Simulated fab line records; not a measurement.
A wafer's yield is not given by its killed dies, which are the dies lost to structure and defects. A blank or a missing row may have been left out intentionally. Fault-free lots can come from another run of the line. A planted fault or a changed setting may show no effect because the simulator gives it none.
Which tool was responsible? ; flow sky130 ; 24 lots, 72 wafers sampled, at 4 steps of a route of 708

WHAT THE GAUGES SHOWED, per wafer
SKY_LOCAL_INTERCONNECT_OVL_MEAS_12. Usual: LOCAL_INTERCONNECT_OVL gives 0 nm (standard deviation 4.6).
lot;measured;on;LOCAL_INTERCONNECT_OVL (nm);flag
L075;day 30 20:19;overlay-01;-4 -7 -11;
L074;day 30 22:22;overlay-01;4 5 0;
L076;day 31 05:53;overlay-01;3 2 3;
L077;day 31 07:08;overlay-01;1 -1 2;
L078;day 31 16:28;overlay-02;0 1 5;
L079;day 33 06:29;overlay-02;-1 -4 -3;
L081;day 33 08:50;overlay-01;5 13 0;
L080;day 33 11:29;overlay-02;0 1 1;
L084;day 34 16:44;overlay-01;0 -1 11;
L083;day 34 17:55;overlay-02;1 3 1;
L082;day 34 20:19;overlay-01;-4 1 0;
L086;day 35 10:05;overlay-01;0 -1 3;
L085;day 35 17:50;overlay-01;2 0 1;
L087;day 35 20:38;overlay-02;2 3 4;
L088;day 36 02:16;overlay-01;-7 -9 -9;
L090;day 36 06:36;overlay-01;-3 -1 3;
L089;day 36 09:35;overlay-01;-2 -2 -6;
L092;day 36 15:24;overlay-01;-9 1 -7;
L091;day 36 17:35;overlay-02;9 2 6;
L094;day 37 01:58;overlay-02;5 8 7;
L093;day 37 05:59;overlay-02;-2 1 1;
L096;day 37 10:31;overlay-02;0 -6 -1;
L095;day 37 12:14;overlay-02;1 -3 6;
L097;day 37 21:32;overlay-01;0 12 2;

SKY_VIA1_CD_MEAS_12: target cd 150 nm. Usual: cd-nm at 149.9 nm, with a standard deviation of 1.7.
lot;measured;on;cd-nm (nm);flag
L075;day 34 09:49;cd-sem-01;150.4 148.4 149.7;
L074;day 34 10:28;cd-sem-02;149.7 150.9 149.6;
L076;day 34 20:38;cd-sem-01;149.9 149.6 150.7;
L077;day 34 22:31;cd-sem-02;147.6 150.1 148.6;
L078;day 35 05:01;cd-sem-02;152.6 151.3 152.0;
L079;day 36 18:35;cd-sem-01;151.2 150.1 149.2;
L081;day 36 20:47;cd-sem-01;146.7 146.9 145.9;
L080;day 36 23:22;cd-sem-01;148.8 148.8 150.6;
L084;day 38 03:59;cd-sem-01;150.5 149.7 149.8;
L083;day 38 05:52;cd-sem-01;150.1 150.7 151.1;
L082;day 38 08:40;cd-sem-01;147.1 149.5 147.4;
L086;day 38 21:28;cd-sem-01;150.1 150.1 147.9;
L085;day 39 04:26;cd-sem-01;149.3 148.8 148.2;
L087;day 39 07:13;cd-sem-01;150.8 148.9 148.7;
L088;day 39 12:26;cd-sem-01;153.5 153.0 153.3;
L090;day 39 17:25;cd-sem-01;148.7 151.3 149.9;
L089;day 39 20:04;cd-sem-01;153.1 152.9 153.3;
L092;day 40 01:13;cd-sem-02;150.4 150.7 149.3;
L091;day 40 04:51;cd-sem-01;146.9 146.6 148.6;
L094;day 40 11:34;cd-sem-01;148.5 150.7 152.0;
L093;day 40 14:23;cd-sem-01;148.2 150.2 148.6;
L096;day 40 18:17;cd-sem-02;153.1 152.5 152.9;
L095;day 40 21:50;cd-sem-02;149.4 149.7 149.0;
L097;day 41 03:17;cd-sem-01;151.4 151.1 152.5;

SKY_CAPM_THK_MEAS_04: measures by xrf. Usual: CAPM_TIN_THK gives 198.4 nm (standard deviation 1.9).
lot;measured;on;CAPM_TIN_THK (nm);flag
L075;day 36 20:09;film-metro-04;198.5 199.5 198.2;
L074;day 36 20:52;film-metro-02;198.6 198.6 196.1;
L076;day 37 07:17;film-metro-04;196.3 197.2 197.6;
L077;day 37 09:19;film-metro-01;197.3 196.6 197.3;
L078;day 37 15:07;film-metro-02;200.1 199.2 197.9;
L079;day 39 04:50;film-metro-02;199.1 198.7 199.5;
L081;day 39 06:11;film-metro-01;194.8 194.1 193.9;
L080;day 39 08:49;film-metro-02;195.7 195.7 197.5;
L084;day 40 12:10;film-metro-01;196.7 196.7 198.3;
L083;day 40 13:28;film-metro-02;198.0 198.8 201.5;
L082;day 40 16:09;film-metro-01;198.2 197.4 196.4;
L086;day 41 03:31;film-metro-02;199.6 202.5 202.9;
L085;day 41 10:26;film-metro-02;200.2 198.0 199.8;
L087;day 41 14:49;film-metro-02;199.2 200.4 200.6;
L088;day 41 17:46;film-metro-02;199.5 198.1 200.6;
L090;day 41 23:45;film-metro-02;194.6 195.7 196.1;
L089;day 42 03:05;film-metro-04;197.3 200.4 199.3;
L092;day 42 05:13;film-metro-01;201.0 199.3 199.4;
L091;day 42 09:56;film-metro-02;200.4 199.7 200.3;
L094;day 42 16:25;film-metro-02;198.0 196.8 198.9;
L093;day 42 19:16;film-metro-01;202.3 200.2 199.2;
L096;day 42 22:37;film-metro-02;200.0 197.2 197.3;
L095;day 43 02:41;film-metro-02;198.3 197.1 198.2;
L097;day 43 07:47;film-metro-04;199.4 196.4 200.3;

SKY_VIA3_THK_MEAS_23: measures by xrf. Usual: VIA3_W_THK gives 396 nm (standard deviation 4.7).
lot;measured;on;VIA3_W_THK (nm);flag
L075;day 40 04:27;film-metro-03;391 390 392;
L074;day 40 05:31;film-metro-02;400 405 399;
L076;day 40 14:24;film-metro-02;401 393 401;
L077;day 40 16:50;film-metro-02;397 394 401;
L078;day 40 22:17;film-metro-03;393 395 398;
L079;day 42 07:52;film-metro-01;394 392 396;
L081;day 42 09:22;film-metro-02;403 404 400;
L080;day 42 12:59;film-metro-01;387 394 390;
L084;day 43 13:53;film-metro-03;398 394 401;
L083;day 43 14:34;film-metro-01;398 401 401;
L082;day 43 17:26;film-metro-02;401 400 400;
L086;day 44 04:06;film-metro-01;395 389 398;
L085;day 44 11:02;film-metro-03;399 392 404;
L087;day 44 16:12;film-metro-03;396 388 399;
L088;day 44 18:25;film-metro-02;399 401 399;
L090;day 45 00:01;film-metro-02;397 395 397;
L089;day 45 02:46;film-metro-01;388 394 387;
L092;day 45 04:22;film-metro-03;394 393 391;
L091;day 45 09:42;film-metro-03;389 386 388;
L094;day 45 13:45;film-metro-03;390 392 392;
L093;day 45 17:38;film-metro-01;393 395 390;
L096;day 45 20:16;film-metro-02;396 403 388;
L095;day 45 23:55;film-metro-02;396 400 391;
L097;day 46 05:07;film-metro-01;387 396 392;

WHICH TOOL RAN EACH LOT (tool, then ch and the chambers of the sampled wafers, then the start)
The record holds no process step before these readings.

AS READ BY THE TOOLS THEMSELVES (means over the sampled wafers that have a number; for cases with no such wafer, the mark the record gives instead)
The record holds no such reading with a usual standard deviation.

THE ANSWER, worked out from the rows above alone
Rule: a lot is off if the mean of its wafers that have a number lies more than 3 standard deviations from the usual mean. Also off: a lot with no number at a reading for which 4 or more lots have one. All remaining lots with rows at the step are treated as sound. First the gauges in route order, then the tools' own readings, where a lot's mean is used as printed above. At the first step where some lot is off, the reading lying furthest off is the one used; lots without a number count as furthest.
None of the lots is off at any reading shown; this tells nothing.

WHAT THE SIMULATOR PUT IN
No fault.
